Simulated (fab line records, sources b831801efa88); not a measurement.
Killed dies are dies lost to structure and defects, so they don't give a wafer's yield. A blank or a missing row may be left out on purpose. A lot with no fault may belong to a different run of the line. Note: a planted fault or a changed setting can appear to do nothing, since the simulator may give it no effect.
A single fault, viewed from 2 desks || flow gf180mcu || each desk holds nothing but its own numbers, with what lay behind them at the end

THE METROLOGY DESK
Means of the sampled wafers that have a number, per lot and without regard to the tool the lot ran on: this is what the gauges read. A lot is out of limits, marked OUT, if its mean lies more than 4 standard deviations from the usual mean; the brackets give that distance.
Columns: A = VT_IMPLANT_4_TW at GF_VT_IMPLANT_TW_MEAS_43, usual 690
{"lot": "L462", "first seen here": "day 7 13:13", "A": 681}
{"lot": "L464", "first seen here": "day 8 03:14", "A": 685}
{"lot": "L463", "first seen here": "day 8 04:31", "A": 700}
{"lot": "L466", "first seen here": "day 8 17:54", "A": 700}
{"lot": "L467", "first seen here": "day 8 21:50", "A": 699}
{"lot": "L468", "first seen here": "day 9 07:52", "A": 686}
{"lot": "L469", "first seen here": "day 9 15:50", "A": 697}
{"lot": "L470", "first seen here": "day 9 20:47", "A": 695}
{"lot": "L471", "first seen here": "day 9 23:44", "A": 693}
{"lot": "L473", "first seen here": "day 10 19:09", "A": 696}
{"lot": "L474", "first seen here": "day 10 23:32", "A": "1164 (+72) OUT"}
{"lot": "L475", "first seen here": "day 11 04:58", "A": 695}
{"lot": "L476", "first seen here": "day 11 14:22", "A": "1175 (+74) OUT"}
{"lot": "L485", "first seen here": "day 14 03:44", "A": 680}
This desk's result: L474, L476 out of limits, first on L474 (VT_IMPLANT_4_TW at GF_VT_IMPLANT_TW_MEAS_43), day 10 23:32. L462, L464, L463, L466, L467, L468, L469, L470, L471, L473, L475, L485 stayed within limits.

THE TOOL OWNER'S DESK: implanter-04
For each lot that ran on this tool, the mean over its sampled wafers that have a number, from the tool's own readings at GF_VT_IMPLANT_IMPLANT_41. A lot is out of limits, marked OUT, if its mean lies more than 4 standard deviations from the usual mean; the brackets give that distance.
Columns: A = doseIonsCm2 at GF_VT_IMPLANT_IMPLANT_41, usual 1.0132e+12; B = faradayCurrentUA at GF_VT_IMPLANT_IMPLANT_41, usual 5.74; C = tiltDeg at GF_VT_IMPLANT_IMPLANT_41, usual 6.997 degrees
{"lot": "L462", "first seen here": "day 7 12:58", "A": 1.0127e+12, "B": 5.74, "C": 6.996}
{"lot": "L464", "first seen here": "day 8 02:59", "A": 1.0131e+12, "B": 5.71, "C": 6.998}
{"lot": "L466", "first seen here": "day 8 17:39", "A": 1.0145e+12, "B": 5.74, "C": 7.006}
{"lot": "L467", "first seen here": "day 8 21:35", "A": 1.0128e+12, "B": 5.77, "C": 6.969}
{"lot": "L471", "first seen here": "day 9 23:31", "A": 1.0132e+12, "B": 5.78, "C": 7.046}
{"lot": "L474", "first seen here": "day 10 23:17", "A": "5.4631e+12 (+99 or more) OUT", "B": "30.69 (+99 or more) OUT", "C": 6.985}
{"lot": "L476", "first seen here": "day 11 14:09", "A": "5.4621e+12 (+99 or more) OUT", "B": "30.61 (+99 or more) OUT", "C": 7.003}
Finding of this desk: L474, L476 out of limits; the first was L474 at day 10 23:17, on doseIonsCm2 at GF_VT_IMPLANT_IMPLANT_41. L462, L464, L466, L467, L471 stayed within limits.

PUT TOGETHER
The tool owner's desk had the chance to raise an alarm at day 10 23:17 on L474, L476.
An alarm was possible from the metrology desk at day 10 23:32, on L474, L476.
Of the lots named, all ran GF_VT_IMPLANT_IMPLANT_41 on implanter-04.

WHAT THE SIMULATOR PUT IN
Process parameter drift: implanter-04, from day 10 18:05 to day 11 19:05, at GF_VT_IMPLANT_IMPLANT_41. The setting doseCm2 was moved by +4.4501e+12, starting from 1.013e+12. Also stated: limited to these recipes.
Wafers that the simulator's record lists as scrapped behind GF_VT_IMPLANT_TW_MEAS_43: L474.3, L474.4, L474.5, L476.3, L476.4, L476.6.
Shown lots that were struck: L474, L476.
Fault start to first reading out of limits, in hours, per desk: tool owner, 5; metrology, 5.
